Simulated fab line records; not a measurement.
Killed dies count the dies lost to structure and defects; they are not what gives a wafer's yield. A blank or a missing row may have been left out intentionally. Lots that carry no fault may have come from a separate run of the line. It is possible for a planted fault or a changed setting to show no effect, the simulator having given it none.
The same fault as seen by 2 desks :: flow sky130 :: only its own numbers are on each desk; what lay behind them is given at the end

== TOOL OWNER'S DESK, implanter-01 ==
SKY_VT_ADJUST_NCORE_IMPLANT_09, tool's own readings: per-lot mean of the sampled wafers with a number, covering each lot this tool ran. Any lot whose mean is over 4 standard deviations away from the usual mean is out of limits and marked OUT; that distance is given in the brackets.
Columns: A = beam-energy-keV at SKY_VT_ADJUST_NCORE_IMPLANT_09, usual 10.000; B = beam-on-s at SKY_VT_ADJUST_NCORE_IMPLANT_09, usual 10.02 s; C = dose-ions-cm2 at SKY_VT_ADJUST_NCORE_IMPLANT_09, usual 2.3997e+12
lot: L956
first seen here: day 10 13:04
A: 9.999
B: 9.97
C: 2.3985e+12

lot: L959
first seen here: day 11 09:55
A: 9.998
B: 9.98
C: 2.3996e+12

lot: L970
first seen here: day 14 19:41
A: 10.000
B: 9.96
C: 2.4005e+12

lot: L972
first seen here: day 15 10:11
A: 9.999
B: 9.98
C: 2.4017e+12
This desk found nothing out of limits on any of the 4 lots.

== METROLOGY DESK ==
What the gauges read for every lot (on any tool): the sampled wafers with a number, averaged. Any lot whose mean is over 4 standard deviations away from the usual mean is out of limits and marked OUT; that distance is given in the brackets.
Columns: A = VT_ADJUST_NCORE_TW at SKY_VT_ADJUST_NCORE_TW_MEAS_11, usual 218.3; B = CONTACT_OVL at SKY_CONTACT_OVL_MEAS_15, usual -2 nm
lot: L949
first seen here: day 8 11:48
A: 220.2
B: -2

lot: L952
first seen here: day 9 09:05
A: 218.0
B: -8

lot: L955
first seen here: day 10 10:05
A: 219.7
B: -0

lot: L956
first seen here: day 10 13:18
A: 219.6
B: 1

lot: L958
first seen here: day 11 02:04
A: 218.7
B: -9

lot: L959
first seen here: day 11 10:09
A: 217.6
B: 2

lot: L961
first seen here: day 12 03:51
A: 29.8 (-99 or more) OUT
B: -

lot: L962
first seen here: day 12 08:32
A: 29.8 (-99 or more) OUT
B: -

lot: L967
first seen here: day 14 00:17
A: 218.0
B: -10

lot: L968
first seen here: day 14 03:26
A: 217.7
B: -1

lot: L969
first seen here: day 14 09:20
A: 219.2
B: 7

lot: L970
first seen here: day 14 19:56
A: 216.4
B: -5

lot: L971
first seen here: day 15 05:15
A: 217.4
B: -2

lot: L972
first seen here: day 15 10:25
A: 217.4
B: 1
This desk reports L961, L962 out of limits; the earliest was L961 at day 12 03:51 (VT_ADJUST_NCORE_TW at SKY_VT_ADJUST_NCORE_TW_MEAS_11). Within limits: L949, L952, L955, L956, L958, L959, L967, L968, L969, L970, L971, L972.

== ALL TOGETHER ==
The metrology desk could have raised an alarm at day 12 03:51, on L961, L962.
The tool owner's desk saw nothing out of limits.
The tool owner's desk has no number on record for L961, L962.
Every lot named ran SKY_VT_ADJUST_NCORE_IMPLANT_09 on implanter-01.

== WHAT THE SIMULATOR HAD PUT IN ==
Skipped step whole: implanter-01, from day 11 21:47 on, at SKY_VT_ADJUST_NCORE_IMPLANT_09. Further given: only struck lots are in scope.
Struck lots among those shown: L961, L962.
Per desk, hours elapsed from the start of the fault to the first reading out of limits: for the metrology desk, 6.
